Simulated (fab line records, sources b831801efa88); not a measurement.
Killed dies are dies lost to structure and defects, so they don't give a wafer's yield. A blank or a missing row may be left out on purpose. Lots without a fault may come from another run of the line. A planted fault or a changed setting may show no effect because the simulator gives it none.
fab line records | flow sfq_line
record lots=6 wafers=18 last_day=91
route steps=325 shown JJ@197 M5@198 A5B@209 R5@212 I5@228 M8@325
lots that met no fault: from a run of the same line without faults
start_h: hours from the record's first day to the start of the lot's first wafer shown | wait_h: hours since the lot's step before | " the same as in the row above | L1.1+2: a row that stands for several wafers | - no value, or no start given | * or withheld: withheld | < > ~ a bound
route shown NAME@n: a module of which the file shows steps, and the number in the route of the first | usual: mean/standard deviation of fault-free wafers | same: alike in all rows | chamber/n: place in a boat | sites: the reading at each site | _std_site: their standard deviation | _edge_site: outer sites' mean less inner sites' | radius_mm: how far each site lies from the wafer's centre | mask NAME#n: copy n | behind: the tool/chamber that last shaped the wafer | hold: why the lot was held/for how many hours/how that ended | device: the transistor (n, p or np) that didn't switch | end of line: the same wafers' tests at the end of the route | a step without rows: its recipe alone | killed: dies lost to structure and defects at the first sort, not the wafer's yield | map: a wafer's dies, x killed, . not, _ none there
set.NAME: the setting as run; set.NAME@STEP: as run at that earlier step | model.NAME: the simulator's own value behind a step, which no gauge read
lots at some steps of the route; a table a step, a row a wafer
services: from which hour (start_h, from the record's first day; less than 0 if before it) a tool's chamber was out of use, for how many hours, and why
## steps
# step SFQ_TRILAYER_JJ_CE_STRIP_SOLV_CLEAN_121
# recipe chemistry=NMP temp_c=70 time_s=600
# step SFQ_TRILAYER_M5_LITHO_COAT_128
# recipe resist=BARC spin_rpm=3000 resist_thk_nm=62
# step SFQ_TRILAYER_M5_LITHO_COAT_123
# recipe resist=KrF spin_rpm=3000 resist_thk_nm=600
# step SFQ_TRILAYER_M5_LITHO_SOFTBAKE_127
# recipe temp_c=withheld time_s=withheld resist=KrF
# step SFQ_TRILAYER_M5_LITHO_EXPOSE_124
# recipe mask_id=M5 na=0.6 source_shape=conventional sigma_outer=0.65 target_cd_nm=700 dose_mj=14.4
# step SFQ_TRILAYER_M5_LITHO_PEB_126
# recipe peb_temp_c=115 peb_time_s=60 resist=KrF
# step SFQ_TRILAYER_M5_LITHO_DEVELOP_125
# recipe time_s=60 resist=KrF
# step SFQ_M5_OVL_MEAS_932
# usual M5_OVL=0/4.9
# columns lot.wafer tool chamber start_h wait_h M5_OVL[nm]
L557.1 overlay-02 - 1382.52 0.1 2
L557.2 " - " " 0
L557.5 " - " " 7
L562.1 overlay-01 - 1439.67 0.1 2
L562.2 " - " " 0
L562.4 " - " " -4
L565.1 overlay-01 - 1453.00 0.1 -2
L565.4 " - " " 1
L565.6 " - " " -1
L566.1 overlay-01 - 1457.92 0.1 -3
L566.2 " - " " -5
L566.5 " - " " -4
L572.2 overlay-01 - 1508.11 0.1 -11
L572.3 " - " " -5
L572.4 " - " " -10
L573.1 overlay-01 - 1514.37 0.1 3
L573.4 " - " " 10
L573.6 " - " " 7
# step SFQ_TRILAYER_M5_BARC_OPEN_METAL_ETCH_161
# recipe mask_material=PR chemistry=O2 target_depth_nm=125 target=BARC icp_w=600 bias_w=80 pressure_mtorr=10 time_s=41.7
# step SFQ_TRILAYER_M5_ETCH_METAL_ETCH_126
# recipe target=Nb stop_on=SiO2 mask_material=PR over_etch_frac=0.15 time_s=203.2 chemistry=Cl2/BCl3 target_depth_nm=265 icp_w=600 bias_w=80 pressure_mtorr=10
# step SFQ_TRILAYER_M5_STRIP_STRIP_127
# recipe gas=O2 power_w=200 platen_temp_c=40 overash_fraction=0.65 chemistry=O2 pressure_mtorr=50
# usual drypump_motor_current_A=5.6/0.56 oes_product_au=0.999/0.0091
# same overash_fraction=0.65
# columns lot.wafer tool chamber start_h wait_h drypump_motor_current_A oes_product_au rf_hours_counter_h
L557.1 rie_metal-02 0 1382.82 0.1 6.3 0.999 91
L557.2 " 1 " " 5.1 0.999 31
L557.5 " 0 " " 6.3 1.008 -
L562.1 rie_metal-03 0 1439.96 0.1 5.4 0.998 37
L562.2 " 1 " " 5.2 0.998 5
L562.4 " 0 " " 5.5 1.002 -
L565.1 rie_metal-02 0 1453.29 0.1 6.3 1.005 102
L565.4 " 0 " " 6.3 1.008 -
L565.6 " 1 " " 5.0 1.007 -
L566.1 rie_metal-02 0 1458.21 0.1 6.3 1.007 103
L566.2 " 1 " " 5.1 0.999 43
L566.5 " 1 " " 5.1 1.005 -
L572.2 rie_metal-01 1 1508.39 0.1 6.6 0.983 72
L572.3 " 1 " " 6.6 0.985 -
L572.4 " 0 " " 5.5 0.979 -
L573.1 rie_metal-03 1 1514.91 0.3 5.3 0.985 15
L573.4 " 1 " " 5.3 0.992 -
L573.6 " 1 " " 5.3 0.994 -
# step SFQ_TRILAYER_M5_STRIP_SOLV_CLEAN_128
# recipe chemistry=NMP temp_c=70 time_s=600
# step SFQ_TRILAYER_A5B_DEP_PECVD_129
# recipe material=SiO2 temp_c=150 time_s=133.33 pressure_torr=2.4 rf_w=185.5 precursor=SiH4/N2O target_thk_nm=600
# usual chamber_pressure_Torr=2.400/0.0048 heater_power_outer_w=30/6.5 heater_power_w=84/11 rf_fwd_power_W=184.7/0.58 throttle_valve_pct=25.2/1.2
# columns lot.wafer tool chamber start_h wait_h chamber_pressure_Torr heater_power_outer_w heater_power_w rf_fwd_power_W throttle_valve_pct
L557.1 pecvd-03 1 1383.59 0.0 2.403 24 79 184.5 27.1
L557.2 " 0 " " 2.404 34 86 184.9 26.4
L557.5 " 2 " " 2.404 41 96 184.7 23.8
L562.1 pecvd-04 0 1440.74 0.0 2.400 20 58 184.2 26.8
L562.2 " 1 " " 2.404 28 71 184.9 27.1
L562.4 " 0 " " 2.401 23 65 183.8 26.5
L565.1 pecvd-01 2 1454.06 0.0 - - - - -
L565.4 " 0 " " - - - - -
L565.6 " 1 " " - - - - -
L566.1 pecvd-04 0 1458.99 0.0 - - - - -
L566.2 " 2 " " - - - - -
L566.5 " 2 " " - - - - -
L572.2 pecvd-04 2 1509.17 0.0 2.393 23 87 185.4 24.7
L572.3 " 1 " " 2.399 31 77 184.3 27.3
L572.4 " 1 " " 2.411 33 80 183.8 27.5
L573.1 pecvd-01 0 1516.29 0.0 2.408 41 101 183.6 24.5
L573.4 " 1 " " 2.406 41 101 185.3 24.6
L573.6 " 0 " " 2.394 27 81 184.3 24.8
# step SFQ_TRILAYER_A5B_CMP_CMP_130
# recipe stop_on=Nb down_force_psi=3 platen_rpm=60 target_thk_nm=340.7
# step SFQ_TRILAYER_A5B_METRO_MEASURE_131
# columns lot.wafer tool chamber start_h wait_h
L557.1+2+5 film_metro-02 - 1394.26 1.5
L562.1+2+4 film_metro-02 - 1445.63 2.0
L565.1+4+6 film_metro-03 - 1457.15 1.0
L566.1+2+5 film_metro-03 - 1462.08 1.0
L572.2+3+4 film_metro-03 - 1512.46 2.7
L573.1+4+6 film_metro-02 - 1519.38 1.0
# step SFQ_TRILAYER_R5_DEP_SPUTTER_132
# recipe material=Ti base_pressure_pa=1.33e-06 target_thk_nm=5 power_w=2000 time_s=5 chamber_pressure_pa=0.4
# step SFQ_TRILAYER_R5_DEP_SPUTTER_133
# recipe material=MoNx base_pressure_pa=1.33e-06 target_thk_nm=40 power_w=1000 time_s=66.7 chamber_pressure_pa=0.4
# usual base_pressure_pa=1.32e-06/9.1e-08 cathode_dc_power_W=1000.0/0.18 throttle_valve_pct=30.9/0.76
# columns lot.wafer tool chamber start_h wait_h base_pressure_pa cathode_dc_power_W throttle_valve_pct
L557.1 pvd_sputter-03 - 1395.48 0.0 1.46e-06 1000.0 30.9
L557.2 " - " " 1.3e-06 999.98 31.3
L557.5 " - " " 1.36e-06 999.86 31.0
L562.1 pvd_sputter-03 - 1446.85 0.0 1.41e-06 999.88 31.1
L562.2 " - " " 1.4e-06 999.89 31.0
L562.4 " - " " 1.37e-06 999.64 30.3
L565.1 pvd_sputter-06 - 1458.37 0.0 1.43e-06 1000.1 30.7
L565.4 " - " " 1.28e-06 999.70 29.9
L565.6 " - " " 1.48e-06 999.61 29.9
L566.1 pvd_sputter-03 - 1463.30 0.0 1.25e-06 999.79 30.1
L566.2 " - " " 1.38e-06 1000.00 31.1
L566.5 " - " " 1.25e-06 1000.0 30.7
L572.2 pvd_sputter-03 - 1513.48 0.0 1.36e-06 999.82 30.9
L572.3 " - " " 1.39e-06 1000.4 30.4
L572.4 " - " " 1.34e-06 999.92 31.3
L573.1 pvd_sputter-05 - 1520.60 0.0 1.28e-06 1000.1 31.9
L573.4 " - " " 1.28e-06 1000.0 31.6
L573.6 " - " " 1.42e-06 999.88 32.0
# step SFQ_TRILAYER_R5_DEP_SPUTTER_134
# recipe material=Ti base_pressure_pa=1.33e-06 target_thk_nm=5 power_w=2000 time_s=5 chamber_pressure_pa=0.4
# step SFQ_R5_RS_MEAS_933
# recipe thk_meas_gauge=four-point-probe reads=Ti_of_TRILAYER_R5_DEP_SPUTTER_134+MoNx_of_TRILAYER_R5_DEP_SPUTTER_133+Ti_of_TRILAYER_R5_DEP_SPUTTER_132
# usual R5_MONX_RS=7.04/0.084
# columns lot.wafer tool chamber start_h wait_h R5_MONX_RS[ohm/sq]
L557.1 film_metro-01 - 1395.55 0.0 7.00
L557.2 " - " " 7.12
L557.5 " - " " 7.01
L562.1 film_metro-03 - 1446.92 0.0 7.05
L562.2 " - " " 7.14
L562.4 " - " " 7.01
L565.1 film_metro-04 - 1458.45 0.0 7.10
L565.4 " - " " 7.24
L565.6 " - " " 7.16
L566.1 film_metro-04 - 1463.37 0.0 7.02
L566.2 " - " " 7.11
L566.5 " - " " 7.08
L572.2 film_metro-01 - 1513.57 0.0 6.96
L572.3 " - " " 6.89
L572.4 " - " " 6.95
L573.1 film_metro-04 - 1520.67 0.0 7.12
L573.4 " - " " 7.07
L573.6 " - " " 7.06
# step SFQ_R5_THK_MEAS_934
# recipe thk_meas_gauge=xrf reads=MoNx_of_TRILAYER_R5_DEP_SPUTTER_133
# usual R5_MONX_THK=39.9/0.48
# columns lot.wafer tool chamber start_h wait_h R5_MONX_THK[nm]
L557.1 film_metro-01 - 1395.67 0.1 40.1
L557.2 " - " " 39.3
L557.5 " - " " 39.8
L562.1 film_metro-03 - 1447.04 0.1 40.0
L562.2 " - " " 39.6
L562.4 " - " " 39.9
L565.1 film_metro-04 - 1458.57 0.1 39.6
L565.4 " - " " 38.9
L565.6 " - " " 39.3
L566.1 film_metro-04 - 1463.49 0.1 40.0
L566.2 " - " " 39.5
L566.5 " - " " 39.7
L572.2 film_metro-01 - 1513.68 0.1 40.2
L572.3 " - " " 40.5
L572.4 " - " " 40.1
L573.1 film_metro-04 - 1520.79 0.1 39.4
L573.4 " - " " 39.6
L573.6 " - " " 39.8
# step SFQ_TRILAYER_R5_LITHO_COAT_141
# recipe resist=BARC spin_rpm=3000 resist_thk_nm=62
# step SFQ_TRILAYER_R5_LITHO_COAT_136
# recipe resist=KrF spin_rpm=3000 resist_thk_nm=600
# step SFQ_TRILAYER_R5_LITHO_SOFTBAKE_140
# recipe temp_c=withheld time_s=withheld resist=KrF
# step SFQ_TRILAYER_R5_LITHO_EXPOSE_137
# recipe mask_id=R5 na=0.6 source_shape=conventional sigma_outer=0.65 target_cd_nm=500 dose_mj=14.4
# step SFQ_TRILAYER_R5_LITHO_PEB_139
# recipe peb_temp_c=115.4 peb_time_s=60 resist=KrF
# step SFQ_TRILAYER_R5_LITHO_DEVELOP_138
# recipe time_s=60 resist=KrF
# step SFQ_R5_OVL_MEAS_935
# usual R5_OVL=1/5.4
# columns lot.wafer tool chamber start_h wait_h R5_OVL[nm]
L557.1 overlay-02 - 1511.70 0.1 5
L557.2 " - " " 1
L557.5 " - " " 1
L562.1 overlay-01 - 1567.28 0.1 2
L562.2 " - " " -3
L562.4 " - " " -10
L565.1 overlay-01 - 1580.19 0.1 -4
L565.4 " - " " 2
L565.6 " - " " -7
L566.1 overlay-01 - 1583.79 0.1 9
L566.2 " - " " 8
L566.5 " - " " 7
L572.2 overlay-01 - 1630.64 0.1 -4
L572.3 " - " " -3
L572.4 " - " " -2
L573.1 overlay-02 - 1637.84 0.1 5
L573.4 " - " " 9
L573.6 " - " " 6
# step SFQ_TRILAYER_R5_BARC_OPEN_METAL_ETCH_177
# recipe mask_material=PR chemistry=O2 target_depth_nm=125 target=BARC icp_w=600 bias_w=80 pressure_mtorr=10 time_s=41.7
# step SFQ_TRILAYER_R5_ETCH_METAL_ETCH_139
# recipe stop_on=SiO2 mask_material=PR chemistry=Cl2 target_depth_nm=60 icp_w=600 bias_w=80 pressure_mtorr=10 time_s=40
# step SFQ_TRILAYER_R5_STRIP_STRIP_140
# recipe gas=O2 power_w=200 platen_temp_c=40 overash_fraction=0.65 chemistry=O2 pressure_mtorr=50
# step SFQ_TRILAYER_R5_STRIP_SOLV_CLEAN_141
# recipe chemistry=NMP temp_c=70 time_s=600
# step SFQ_TRILAYER_A5C_DEP_PECVD_142
# recipe material=SiO2 temp_c=150 time_s=15.556 pressure_torr=2.4 rf_w=183.3 precursor=SiH4/N2O target_thk_nm=70
# usual chamber_pressure_Torr=2.401/0.005 heater_power_outer_w=31/6.3 heater_power_w=83/8.6 rf_fwd_power_W=180.8/0.72 throttle_valve_pct=25.8/1.4
# columns lot.wafer tool chamber start_h wait_h chamber_pressure_Torr heater_power_outer_w heater_power_w rf_fwd_power_W throttle_valve_pct
L557.1 pecvd-02 2 1512.63 0.0 2.401 28 80 180.4 23.9
L557.2 " 0 " " 2.393 39 86 179.5 23.8
L557.5 " 0 " " 2.410 38 87 178.7 24.0
L562.1 pecvd-04 0 1568.21 0.0 2.403 28 70 180.9 26.8
L562.2 " 2 " " 2.401 23 87 180.5 24.6
L562.4 " 0 " " 2.400 27 71 180.6 26.9
L565.1 pecvd-03 1 1581.12 0.0 2.410 29 83 181.0 26.7
L565.4 " 0 " " 2.401 32 88 181.0 26.3
L565.6 " 1 " " 2.401 28 84 181.5 27.1
L566.1 pecvd-02 1 1585.43 0.0 2.409 41 98 181.3 25.6
L566.2 " 0 " " 2.405 38 88 179.1 23.6
L566.5 " 1 " " 2.405 41 99 181.6 25.6
L572.2 pecvd-04 0 1631.57 0.0 2.405 25 65 180.2 27.0
L572.3 " 0 " " 2.401 25 65 180.0 26.9
L572.4 " 1 " " 2.406 36 83 179.6 27.5
L573.1 pecvd-04 0 1638.94 0.0 2.401 21 61 180.3 26.9
L573.4 " 0 " " 2.395 22 63 180.1 27.0
L573.6 " 1 " " 2.400 33 79 181.3 27.7
# step SFQ_TRILAYER_I5_LITHO_COAT_149
# recipe resist=BARC spin_rpm=3000 resist_thk_nm=62
# step SFQ_TRILAYER_I5_LITHO_COAT_144
# recipe resist=KrF spin_rpm=3000 resist_thk_nm=650
# step SFQ_TRILAYER_I5_LITHO_SOFTBAKE_148
# recipe temp_c=withheld time_s=withheld resist=KrF
# step SFQ_TRILAYER_I5_LITHO_EXPOSE_145
# recipe mask_id=I5 na=0.6 source_shape=conventional sigma_outer=0.65 target_cd_nm=700 dose_mj=21.3
# step SFQ_TRILAYER_I5_LITHO_PEB_147
# recipe peb_temp_c=115 peb_time_s=60 resist=KrF
# step SFQ_TRILAYER_I5_LITHO_DEVELOP_146
# recipe time_s=60 resist=KrF
# step SFQ_I5_OVL_MEAS_936
# usual I5_OVL=4/5.2
# columns lot.wafer tool chamber start_h wait_h I5_OVL[nm]
L557.1 overlay-01 - 1516.89 0.1 -1
L557.2 " - " " 1
L557.5 " - " " 2
L562.1 overlay-02 - 1571.63 0.1 3
L562.2 " - " " 4
L562.4 " - " " 2
L565.1 overlay-02 - 1583.52 0.1 7
L565.4 " - " " 5
L565.6 " - " " 4
L566.1 overlay-02 - 1587.71 0.1 0
L566.2 " - " " 3
L566.5 " - " " 1
L572.2 overlay-02 - 1634.42 0.1 3
L572.3 " - " " 4
L572.4 " - " " -2
L573.1 overlay-01 - 1641.22 0.1 9
L573.4 " - " " 4
L573.6 " - " " 2
# step SFQ_TRILAYER_I5_BARC_OPEN_VIA_ETCH_200
# recipe mask_material=PR chemistry=O2 target_depth_nm=125 target=BARC source_w=500 bias_w=80 pressure_mtorr=30.78 time_s=41.7
# usual drypump_motor_current_A=5.7/0.57 oes_product_au=0.685/0.0046 rf_fwd_power_W=495.1/1.8
# columns lot.wafer tool chamber start_h wait_h drypump_motor_current_A oes_product_au rf_fwd_power_W rf_hours_counter_h
L557.1 rie_diel-04 0 1516.93 0.0 5.7 0.689 495.4 7
L557.2 " 3 " " 6.1 0.685 497.7 14
L557.5 " 0 " " 5.7 0.685 496.6 -
L562.1 rie_diel-04 3 1571.66 0.0 6.1 0.686 496.1 15
L562.2 " 0 " " 5.7 0.682 495.9 8
L562.4 " 1 " " 4.7 0.686 494.2 12
L565.1 rie_diel-04 0 1583.55 0.0 5.7 0.675 497.1 8
L565.4 " 2 " " 6.5 0.685 495.0 1
L565.6 " 1 " " 4.7 0.687 495.2 -
L566.1 rie_diel-02 2 1587.75 0.0 4.7 0.684 497.6 12
L566.2 " 0 " " 6.0 0.685 495.7 17
L566.5 " 1 " " 6.0 0.690 495.9 -
L572.2 rie_diel-03 0 1634.45 0.0 5.7 0.690 497.2 9
L572.3 " 3 " " 5.8 0.684 493.3 13
L572.4 " 2 " " 5.6 0.682 495.9 14
L573.1 rie_diel-04 0 1641.25 0.0 5.7 0.690 492.6 9
L573.4 " 2 " " 6.5 0.684 494.6 2
L573.6 " 0 " " 5.7 0.685 494.9 -
# step SFQ_TRILAYER_I5_ETCH_VIA_ETCH_147
# recipe stop_on=Nb mask_material=PR chemistry=CHF3 target_depth_nm=360 source_w=500 bias_w=80 pressure_mtorr=30 time_s=withheld
# usual drypump_motor_current_A=5.7/0.57 oes_product_au=0.988/0.0065 rf_fwd_power_W=498.8/1.5
# columns lot.wafer tool chamber start_h wait_h drypump_motor_current_A oes_product_au rf_fwd_power_W
L557.1 rie_diel-04 0 1516.97 0.0 5.7 0.989 497.9
L557.2 " 3 " " 6.1 0.998 501.3
L557.5 " 0 " " 5.7 0.989 500.1
L562.1 rie_diel-04 3 1571.70 0.0 6.1 0.989 499.2
L562.2 " 0 " " 5.7 0.992 499.5
L562.4 " 1 " " 4.7 0.984 495.7
L565.1 rie_diel-04 0 1583.59 0.0 5.7 0.994 498.5
L565.4 " 2 " " 6.5 0.989 500.0
L565.6 " 1 " " 4.7 0.991 498.9
L566.1 rie_diel-02 2 1587.78 0.0 4.7 0.987 500.0
L566.2 " 0 " " 5.9 0.993 499.2
L566.5 " 1 " " 6.0 0.984 497.2
L572.2 rie_diel-03 0 1634.49 0.0 5.8 0.992 500.1
L572.3 " 3 " " 5.9 0.978 499.6
L572.4 " 2 " " 5.7 0.979 498.1
L573.1 rie_diel-04 0 1641.29 0.0 5.7 0.998 498.7
L573.4 " 2 " " 6.5 0.989 496.5
L573.6 " 0 " " 5.7 0.999 500.3
# step SFQ_TRILAYER_I5_STRIP_STRIP_148
# recipe gas=O2 power_w=200 platen_temp_c=40 overash_fraction=0.65 chemistry=O2 pressure_mtorr=50
# step SFQ_M8_BOW_MEAS_951
# recipe mode=bow
# usual M8_BOW=6/11
# columns lot.wafer tool chamber start_h wait_h M8_BOW[um] model.etest.i5.link_ohm
L557.1 film_metro-01 - 1949.91 0.0 8 2.254
L557.2 " - " " 14 2.257
L557.5 " - " " 20 2.269
L562.1 film_metro-02 - 2007.21 0.0 12 2.284
L562.2 " - " " 24 2.29
L562.4 " - " " 8 2.301
L565.1 film_metro-04 - 2021.36 0.0 -16 2.087
L565.4 " - " " -12 2.104
L565.6 " - " " -16 2.106
L566.1 film_metro-02 - 2076.34 0.0 -7 2.103
L566.2 " - " " 21 2.12
L566.5 " - " " 2 2.11
L572.2 film_metro-01 - 2184.17 0.0 17 2.277
L572.3 " - " " 14 2.283
L572.4 " - " " 19 2.292
L573.1 film_metro-02 - 2185.39 0.0 16 2.299
L573.4 " - " " 23 2.271
L573.6 " - " " 29 2.301
## services
# columns tool chamber start_h hours kind
pecvd-04 - 1365.05 0.8 repair
rie_diel-04 3 1385.94 6.2 repair
rie_metal-02 - 1388.53 0.8 repair
rie_diel-04 1 1390.95 5.1 repair
film_metro-02 - 1392.58 0.4 pm
pecvd-04 1 1415.63 4.2 repair
film_metro-03 - 1423.66 0.7 pm
film_metro-03 - 1442.20 1.4 pm
pecvd-04 - 1453.62 0.5 repair
film_metro-03 - 1469.56 10.6 repair
film_metro-02 - 1472.93 0.6 pm
rie_diel-04 - 1492.29 0.9 repair
film_metro-02 - 1498.01 1.2 pm
pvd_sputter-03 - 1499.65 12.5 repair
rie_diel-04 3 1499.84 11.6 repair
film_metro-03 - 1508.94 1.9 pm
rie_diel-04 2 1513.81 8.2 repair
pecvd-04 2 1527.24 6.9 repair
rie_metal-02 0 1535.27 1.0 repair
rie_metal-02 - 1536.34 0.7 repair
film_metro-02 - 1547.14 0.9 pm
pecvd-04 0 1584.70 10.7 repair
pecvd-04 - 1585.50 0.5 repair
pecvd-04 2 1619.22 17.0 repair
## key
first_sign step=SFQ_TRILAYER_A5B_DEP_PECVD_129 reading=tool_record direction=missing
effect none on later readings
model_effect step=SFQ_M8_BOW_MEAS_951 value=etest.i5.link_ohm without=2.266 struck=2.105
met_at SFQ_TRILAYER_A5B_DEP_PECVD_129
struck_wafers L565.1,L565.4,L565.6,L566.1,L566.2,L566.5
onset_between 1440.74 1454.06
fault kind=skipped_step_whole tool=pecvd-01,pecvd-04 chamber=- onset_h=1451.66 steps=SFQ_TRILAYER_A5B_DEP_PECVD_129 scope=struck_lots_only
